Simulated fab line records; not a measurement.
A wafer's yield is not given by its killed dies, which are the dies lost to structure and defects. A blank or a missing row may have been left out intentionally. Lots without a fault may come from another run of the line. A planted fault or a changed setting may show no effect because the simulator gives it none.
A single fault, viewed from 2 desks / flow sky130 / every desk sees just its own numbers, and what lay behind them comes last

## METROLOGY DESK
What the gauges read, lot by lot, whatever tool the lot ran on: means of the sampled wafers that have a number. Marked OUT: a lot whose mean sits more than 4 standard deviations from the usual mean, which makes it out of limits; the brackets give that distance.
Columns: A = FIELD_ISO_OXIDATION_00_THK at SKY_FIELD_ISO_THK_MEAS_02, usual 12.02 nm; B = FIELD_ISO_CVD_03_THK at SKY_FIELD_ISO_THK_MEAS_04, usual 165.2 nm; C = cd_nm at SKY_FIELD_ISO_CD_MEAS_13, usual 149.8 nm
lot=L257; first seen here=day 1 17:24; A=11.95; B=165.8; C=149.2
lot=L261; first seen here=day 2 14:40; A=12.33; B=164.5; C=151.2
lot=L267; first seen here=day 3 18:55; A=12.21; B=164.3; C=150.0
lot=L268; first seen here=day 4 01:23; A=12.09; B=163.5; C=149.4
lot=L274; first seen here=day 5 06:53; A=11.99; B=164.8; C=150.6
lot=L278; first seen here=day 6 03:01; A=12.20; B=162.4; C=150.2
This desk's finding: nothing out of limits on any of the 6 lots.

## TOOL OWNER'S DESK, rie_diel-03
The tool's own readings at SKY_FIELD_ISO_ETCH_14 (etches BARC in N2/H2, stops on SiO2, time 45.9 s, target depth 60 nm): means of the sampled wafers that have a number, for each lot that ran on this tool. Marked OUT: a lot whose mean sits more than 4 standard deviations from the usual mean, which makes it out of limits; the brackets give that distance.
Columns: A = bias_w at SKY_FIELD_ISO_ETCH_14, usual 100.05 W; B = drypump_motor_current_A at SKY_FIELD_ISO_ETCH_14, usual 6.0 A; C = n2_flow_sccm at SKY_FIELD_ISO_ETCH_14, usual 100.03 sccm; D = oes_product_au at SKY_FIELD_ISO_ETCH_14, usual 0.856 a.u.; E = rf_fwd_power_W at SKY_FIELD_ISO_ETCH_14, usual 495.2 W; F = throttle_valve_pct at SKY_FIELD_ISO_ETCH_14, usual 13.225 %
lot=L257; first seen here=day 2 10:28; A=100.05; B=5.3; C=99.99; D=0.853; E=494.8; F=13.229
lot=L267; first seen here=day 4 13:47; A=100.14; B=5.9; C=99.87; D=0.855; E=416.1 (-42) OUT; F=13.226
lot=L268; first seen here=day 4 22:21; A=100.17; B=5.7; C=100.28; D=0.859; E=418.0 (-41) OUT; F=13.216
Finding of this desk: L267, L268 out of limits; the first was L267 at day 4 13:47, on rf_fwd_power_W at SKY_FIELD_ISO_ETCH_14. L257 stayed within limits.

## PUT TOGETHER
On L267, L268, at day 4 13:47, an alarm was possible from the tool owner's desk.
From the metrology desk's view, nothing was out of limits.
The metrology desk holds a record of L267, L268, inside its limits.
Every lot named ran SKY_FIELD_ISO_ETCH_14 on rie_diel-03.

## WHAT WAS PUT IN BY THE SIMULATOR
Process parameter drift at SKY_FIELD_ISO_ETCH_14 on rie_diel-03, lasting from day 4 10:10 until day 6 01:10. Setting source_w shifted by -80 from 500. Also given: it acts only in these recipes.
Shown lots that were struck: L267, L268.
Each desk's first reading out of limits, in hours after the fault started: the tool owner's desk, 4.
